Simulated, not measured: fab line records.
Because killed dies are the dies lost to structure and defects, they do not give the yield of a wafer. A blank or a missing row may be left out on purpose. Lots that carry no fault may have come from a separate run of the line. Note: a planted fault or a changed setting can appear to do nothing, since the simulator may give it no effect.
Split-lot experiment	flow sky130	on a route of 708 steps: 5 lots, 23 wafers read

THE SPLIT
At SKY_VIA2_CMP_02 (polishes SiO2), the setting leave_above_ref_nm was moved away from the recipe's 495 nm on 12 of the 23 wafers read, by -5.8% to +2.1%. This setting was run at the recipe's value on the other wafers.

FROM THE SPLIT TO THE READING: what the file shows between them, 2 steps
- SKY_VIA2_DEVELOP_11: develop time 60 s (also split here: dev_temp_c)
- SKY_VIA2_ETCH_14: etches BARC in N2/H2, stops on SiO2, time 45.9 s, target depth 60 nm

THE READING
oes_product_au, in a.u., at SKY_VIA2_ETCH_15 (etches SiO2 in C4F8/O2/Ar, stops on TiN, target depth 546 nm, time 84 s). Fault-free wafers of this fab line usually give 0.939 a.u., standard deviation 0.0047 a.u.

wafer	tool, chamber at the split	leave_above_ref_nm as run, nm	against the recipe	oes_product_au, a.u.	against lot-mates on the recipe
L074.1	cmp-02, 0	495	recipe	0.935	-
L074.2	cmp-02, 3	495	recipe	0.936	-
L074.3	cmp-02, 2	471.4	-4.8%	0.922	-0.013
L074.4	cmp-02, 1	471.4	-4.8%	0.920	-0.015
L074.6	cmp-02, 0	471.4	-4.8%	0.907	-0.028
L078.1	cmp-01, 3	495	recipe	0.929	-
L078.2	cmp-01, 2	474.6	-4.1%	0.904	-0.031
L078.4	cmp-01, 1	495	recipe	0.941	-
L078.5	cmp-01, 3,0	474.6	-4.1%	0.912	-0.023
L078.6	cmp-01, 3,0	474.6	-4.1%	0.911	-0.024
L081.2	cmp-02, 3	495	recipe	0.942	-
L081.3	cmp-02, 2	495	recipe	0.940	-
L081.6	cmp-02, 0	495	recipe	0.937	-
L083.1	cmp-02, 3	495	recipe	0.938	-
L083.2	cmp-02, 0	466.5	-5.8%	0.902	-0.037
L083.4	cmp-02, 1	495	recipe	0.941	-
L083.5	cmp-02, 3	466.5	-5.8%	0.905	-0.034
L083.6	cmp-02, 2	466.5	-5.8%	0.906	-0.033
L085.1	cmp-01, 2	505.4	+2.1%	0.950	+0.012
L085.2	cmp-01, 3	505.4	+2.1%	0.941	+0.003
L085.3	cmp-01, 1	505.4	+2.1%	0.954	+0.016
L085.4	cmp-01, 0	495	recipe	0.934	-
L085.6	cmp-01, 2	495	recipe	0.942	-
When a row names more than one chamber, that row covers several wafers, and the file does not tell which wafer ran in which chamber.

THE FIT
A straight line over all 23 wafers: oes_product_au changes by +0.00556 a.u. for each +1% of leave_above_ref_nm; r = +0.95; the points scatter about the line by 0.0054 a.u.
The same after taking each lot's own level away (the mean of its wafers on the recipe; 23 wafers): +0.00543 a.u. for each +1%; r = +0.94; scatter 0.0054 a.u.
The reading moves by 0.031 a.u. for the largest change in leave_above_ref_nm, on that fit.
The lots' own levels span 0.9350 to 0.9397 a.u., that is 1.0 times the standard deviation above.
Consequently the slope shifts little with the lot-to-lot level, the two slopes agreeing.
Check: -0.0305 a.u. against its lot-mates is what the line predicts for one of the wafers moved furthest among these (-5.8%) when that wafer is left out of the fit. Against them it came out at -0.0375 a.u.

FURTHER SPLITS ON THESE WAFERS
These wafers also went through other splits before the reading. Each is held against what the fit with the lots' levels taken away leaves over:
other split on the same wafers	wafers away from the commonest value	r with oes_product_au (lot level and that fit taken away)
SKY_CONTACT_CVD_24 pressure_torr	18	-0.08
SKY_METAL1_SPUTTER_04 power_w	8	+0.13
SKY_METAL1_EXPOSE_12 dose_mj	10	-0.03
SKY_VIA1_HDPCVD_00 time_s	8	+0.06
SKY_VIA1_CVD_21 pressure_torr	18	+0.22
SKY_METAL2_SPUTTER_03 time_s	4	+0.23
SKY_VIA2_DEVELOP_11 dev_temp_c	11	+0.06

THE WHOLE CHAIN: every reading that the file lists as answering this split, in the file's order
step	what it does	reading	change (the file's fit)	r (the file's)
SKY_VIA2_CMP_02	polishes SiO2	SiO2_of_VIA2_HDPCVD_00.thk_nm (the simulator's own value, which no gauge read)	+4.78 nm for each +1% of the setting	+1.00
SKY_VIA2_ETCH_15	etches SiO2 in C4F8/O2/Ar, stops on TiN, target depth 546 nm, time 84 s	oes_product_au	+0.00543 a.u. for each +1% of the setting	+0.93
SKY_VIA2_ETCH_15	etches SiO2 in C4F8/O2/Ar, stops on TiN, target depth 546 nm, time 84 s	VIA2.feature_depth_nm (the simulator's own value, which no gauge read)	+4.93 nm for each +1% of the setting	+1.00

FILE'S OWN FIT
oes_product_au changes by +0.00543 a.u. for each +1% of leave_above_ref_nm, r = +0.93.
